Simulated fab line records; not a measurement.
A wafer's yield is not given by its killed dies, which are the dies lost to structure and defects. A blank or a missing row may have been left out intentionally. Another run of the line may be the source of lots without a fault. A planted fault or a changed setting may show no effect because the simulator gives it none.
A struck lot beside a sound one -- flow gf180mcu -- 43 steps out of a route of 602
Sound: wafers L719.4, L719.5, L719.6. Wafers struck: L718.2, L718.3, L718.5. At the end, the cause is stated.
At each step with rows: each side's tool, then ch and its chambers, then its first start. Under that, the readings that differ: sound wafers -- struck wafers -- difference of the means -- sigmas: that difference in standard deviations of wafers without a fault.
alike: a reading whose means differ by less than 2 such deviations, as well as words and numbers matching on both sides. not compared: withheld readings; readings where some wafer has no value; bounds like >300 that might hide an equal value; numbers whose values overlap and for which the record gives no deviation.
The two part at a step that has a row with sigmas, a row that says differs or no value, or rows on one side only. When numbers do not overlap yet have no deviation, they are printed without sigmas and do not part them. A reading missing from all wafers of one side parts the sides only when that side holds two or more wafers.

first, 8 steps without rows for these wafers: GF_CONTACT_DEHYDRATE_06 (time 60 s); GF_CONTACT_HMDS_07 (prime time 60 s); GF_CONTACT_COAT_08; GF_CONTACT_COAT_09 (resist thk 1000 nm); GF_CONTACT_SOFTBAKE_10 (time 60 s); GF_CONTACT_EXPOSE_11 (exposes mask Contact, target cd 220 nm); GF_CONTACT_PEB_12 (peb time 90 s); GF_CONTACT_DEVELOP_13 (develop time 60 s).
GF_CONTACT_CD_MEAS_14 targets a cd of 220 nm.
  struck on cd-sem-02, day 20 16:59; sound on cd-sem-02, day 20 20:19
  alike: cd-nm
GF_CONTACT_OVL_MEAS_15:
  struck on overlay-02, day 20 17:05; sound on overlay-02, day 20 20:23
  alike: CONTACT_OVL
GF_CONTACT_ETCH_16: etches BARC in N2/H2.
  sound on rie-diel-03 ch 0,1,3, day 20 20:25; struck on rie-diel-02 ch 0,2,3, day 20 17:07
  alike: bias-w, drypump-motor-current-A, oes-product-au, throttle-valve-pct
then, 1 step without rows for these wafers: GF_CONTACT_ETCH_17 (etches SiO2 in C4F8/O2/Ar, stops on CoSi2, target depth 860 nm).
GF_CONTACT_STRIP_18: strips in O2/N2.
  sound on plasma-asher-04 ch 0,1, day 20 20:37; struck on plasma-asher-02 ch 0,1, day 20 17:16
  alike: drypump-motor-current-A, heater-power-w, oes-product-au
  not compared: rf-hours-counter-h
then, 3 steps without rows for these wafers: GF_CONTACT_CLEAN_19 (cleans in SPM); GF_CONTACT_CLEAN_20 (cleans in DIW); GF_CONTACT_CLEAN_21 (cleans in dHF, time 20 s).
GF_CONTACT_SPUTTER_22: material Ti, target thk 15 nm, time 80.02 s.
  struck on pvd-sputter-02, day 20 17:34; sound on pvd-sputter-02, day 20 20:53
  alike: throttle-valve-pct
then, 2 steps without rows for these wafers: GF_CONTACT_SPUTTER_23 (material TiN, target thk 10 nm, time 40 s); GF_CONTACT_CVD_24 (deposits W, target thk 300 nm, time 90.339 s).
GF_CONTACT_RS_MEAS_25: the measuring method here is four-point-probe.
  struck on film-metro-04, day 20 17:47; sound on film-metro-03, day 20 21:08
  alike: CONTACT_W_RS
GF_CONTACT_THK_MEAS_26: measures by xrf.
  struck on film-metro-04, day 20 17:54; sound on film-metro-03, day 20 21:14
  alike: CONTACT_W_THK
GF_CONTACT_CMP_27: polishes, stops on SiO2, t overpolish 15 s, target thk 0 nm.
  sound on cmp-02 ch 2,3, day 20 21:19; struck on cmp-02 ch 0,2,3, day 20 18:00
  alike: motor-current-A, overpolish-run-s, time-to-endpoint-s
then, 2 steps without rows for these wafers: GF_M1_SPUTTER_00 (material Ti, target thk 37.5 nm, time 150 s); GF_M1_SPUTTER_01 (material TiN, target thk 30 nm, time 25 s).
GF_M1_SPUTTER_02: material AlCu, target thk 450 nm, time 23.9 s.
  struck on pvd-sputter-03, day 20 18:23; sound on pvd-sputter-03, day 20 21:41
  alike: throttle-valve-pct
then, 1 step without rows for these wafers: GF_M1_SPUTTER_03 (material Ti, target thk 10 nm, time 6.7 s).
GF_M1_SPUTTER_04: material TiN, target thk 50 nm, time 41.7 s.
  struck on pvd-sputter-03, day 20 18:26; sound on pvd-sputter-03, day 20 21:44
  alike: throttle-valve-pct
GF_M1_RS_MEAS_05: the measuring method here is four-point-probe.
  struck on film-metro-02, day 20 18:29; sound on film-metro-04, day 20 21:50
  alike: M1_ALCU_RS
GF_M1_THK_MEAS_06: measures by xrf.
  struck on film-metro-02, day 20 18:36; sound on film-metro-04, day 20 21:56
  alike: M1_ALCU_THK
then, 7 steps without rows for these wafers: GF_M1_DEHYDRATE_07 (time 60 s); GF_M1_HMDS_08 (prime time 60 s); GF_M1_COAT_09 (resist thk 1000 nm); GF_M1_SOFTBAKE_10 (time 60 s); GF_M1_EXPOSE_11 (exposes mask Metal1, target cd 230 nm); GF_M1_PEB_12 (peb time 86.65 s); GF_M1_DEVELOP_13 (develop time 60 s).
GF_M1_CD_MEAS_14 targets a cd of 230 nm.
  struck on cd-sem-01, day 21 17:34; sound on cd-sem-02, day 21 22:11
reading,sound,struck,difference,sigmas
cd-nm (nm),233.0 232.1 232.7,229.2 229.7 230.0,-3.0,-2
GF_M1_OVL_MEAS_15:
  struck on overlay-01, day 21 17:41; sound on overlay-01, day 21 22:16
reading,sound,struck,difference,sigmas
M1_OVL (nm),-10 -9 -8,14 1 4,+15,+2
then, 4 steps without rows for these wafers: GF_M1_METAL_ETCH_16 (etches the open film in Cl2/BCl3, stops on SiO2, target depth 750.8 nm, time 125.1 s); GF_M1_STRIP_17 (strips in O2/N2); GF_M1_STRIP_18 (strips in post etch residue remover, time 1200 s); GF_M1_CLEAN_19 (cleans in DIW).
-- the record jumps here: 11 days lie between the struck wafers' starts before and after (it left off in module M1 and takes up again in module PASSIVATION, whose first step shown is number 602 of the route) --
GF_PASSIVATION_PROBE_99:
  rows exist in the record for the struck wafers here (prober-01, day 32 14:50), but not for the sound ones

## WHERE THEY PART
Last at GF_PASSIVATION_PROBE_99 as far as this record goes, first at GF_M1_CD_MEAS_14.

WHY: what had been put in by the simulator
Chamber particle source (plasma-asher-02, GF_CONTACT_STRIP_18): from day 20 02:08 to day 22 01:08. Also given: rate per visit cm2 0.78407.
